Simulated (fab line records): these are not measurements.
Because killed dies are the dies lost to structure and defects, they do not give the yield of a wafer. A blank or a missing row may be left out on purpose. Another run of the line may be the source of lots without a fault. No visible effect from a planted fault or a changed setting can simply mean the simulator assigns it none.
Matching of chambers    flow gf180mcu    GF_V5_CMP_04 on cmp-02: 4 sister chambers
The step polishes SiO2. 15 wafers are shown with their chamber, then 7 later ones without.

## EACH WAFER AND ITS CHAMBER
wafer   chamber  motor current A (A)
L937.1  1        11.8
L937.2  0        13.4
L937.6  0        14.4
L938.3  0        14.1
L938.4  1        11.8
L938.5  3        12.0
L939.2  0        14.5
L939.3  1        12.1
L939.6  3        12.1
L941.1  3        12.3
L941.4  1        11.1
L941.6  2        11.8
L943.2  2        11.2
L943.3  3        12.9
L943.6  1        11.8

SIGNATURES, as means of the wafers listed above
reading          chamber 0  chamber 1  chamber 2  chamber 3  scatter within a chamber
motor current A  14.100     11.720     11.500     12.325     0.422
Rule: distance of a wafer from a chamber = root of the sum over the readings of ((wafer's reading minus chamber's mean) / reading's scatter) squared. If the next closest chamber is less than 2 further off than the closest, the wafer can't be placed; otherwise it belongs to the closest. How the scatter is found: for the shown wafers, subtract from each reading the mean of its chamber, square and add these, divide the total by (wafers less chambers), then take the root.

## WAFERS WITHOUT THEIR CHAMBER
wafer   motor current A (A)
L948.1  13.9
L948.2  11.3
L948.4  11.3
L953.2  11.0
L953.5  11.3
L955.3  12.3
L955.5  12.9

## CHAMBER TAKEN BY EACH
wafer   from the rows above                in truth
L948.1  0                                  0
L948.2  can't be placed: 2 or 1 or 3       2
L948.4  can't be placed: 2 or 1 or 3       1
L953.2  can't be placed: 2 or 1 or 3       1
L953.5  can't be placed: 2 or 1 or 3       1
L955.3  can't be placed: 3 or 1 or 2       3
L955.5  can't be placed: 3 or 1 or 0 or 2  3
Correct placement for 1 of the 7. Not placeable from these rows: 6 (in 6, the candidates include the true chamber). Wrongly placed: 0.
